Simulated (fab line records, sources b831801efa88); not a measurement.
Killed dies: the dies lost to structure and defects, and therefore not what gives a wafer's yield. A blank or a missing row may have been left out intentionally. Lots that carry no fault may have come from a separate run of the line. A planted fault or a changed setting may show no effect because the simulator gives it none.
Struck lot and sound lot, side by side | flow sky130 | 14 steps out of a route of 708
Sound: wafers L252.2, L252.4, L252.6. Struck: wafers L262.1, L262.2, L262.5. The cause comes at the end.
Per side, at each step with rows, come the tool, then ch with its chambers, and then its first start. Under that, the readings that differ: sound wafers | struck wafers | difference of the means | sigmas: that difference in standard deviations of wafers without a fault.
alike: readings whose means differ by less than 2 such deviations, and words and numbers that are the same on both sides. not compared: withheld readings, readings that some wafer has no value for, bounds like >300 that may hide the same value, and numbers for which the record gives no deviation and whose values overlap.
A row with sigmas, a row that says differs or no value, or rows on one side alone: a step with any of these is where the two part. Non-overlapping numbers with no deviation appear without sigmas and do not part them. A reading missing from all wafers of one side parts the sides only when that side holds two or more wafers.

first, 4 steps without rows for these wafers: SKY_SONOS_TUNNEL_SOFTBAKE_03 (time 60 s); SKY_SONOS_TUNNEL_EXPOSE_04 (exposes mask TUNM, target cd 410 nm); SKY_SONOS_TUNNEL_PEB_05; SKY_SONOS_TUNNEL_DEVELOP_06 (develop time 60 s).
SKY_SONOS_TUNNEL_CD_MEAS_07 targets a cd of 410 nm.
  sound on cd sem-01 at day 11 17:53; struck on cd sem-02 at day 14 12:25
  reading    | sound             | struck            | difference | sigmas
  cd nm (nm) | 406.1 404.4 406.4 | 411.4 411.6 410.0 | +5.4       | +2
SKY_SONOS_TUNNEL_OVL_MEAS_08:
  sound on overlay-02 at day 11 17:59; struck on overlay-01 at day 14 12:32
  alike: SONOS_TUNNEL_OVL
then, 3 steps without rows for these wafers: SKY_SONOS_TUNNEL_IMPLANT_09; SKY_SONOS_TUNNEL_WET_ETCH_10 (etches SiO2 in dHF, target depth 14 nm, time 280 s); SKY_SONOS_TUNNEL_STRIP_11 (strips in SPM, time 600 s).
SKY_SONOS_TUNNEL_TW_MEAS_12:
  sound on film metro-03 at day 11 18:34; struck on film metro-04 at day 14 13:08
  alike: SONOS_TUNNEL_TW
then, 2 steps without rows for these wafers: SKY_SONOS_TUNNEL_CLEAN_13 (cleans in dHF, time 20 s); SKY_SONOS_ONO_OXIDATION_00 (stabilise 600 s, purge 300 s, target thk 2.6 nm).
SKY_SONOS_ONO_THK_MEAS_01:
  sound on film metro-02 at day 11 19:59; struck on film metro-01 at day 14 16:32
  reading                      | sound          | struck         | difference | sigmas
  SONOS_ONO_OXIDATION_THK (nm) | 2.62 2.56 2.60 | 6.91 6.93 6.97 | +4.34      | +92
  not compared: hold
SKY_PAD_OPEN_PROBE_99:
  sound wafers here have rows in the record (prober-02, day 45 19:11); struck ones have none

== WHERE THEY PART ==
First at SKY_SONOS_TUNNEL_CD_MEAS_07; last, within this record, at SKY_PAD_OPEN_PROBE_99.

WHY: what had been put in by the simulator
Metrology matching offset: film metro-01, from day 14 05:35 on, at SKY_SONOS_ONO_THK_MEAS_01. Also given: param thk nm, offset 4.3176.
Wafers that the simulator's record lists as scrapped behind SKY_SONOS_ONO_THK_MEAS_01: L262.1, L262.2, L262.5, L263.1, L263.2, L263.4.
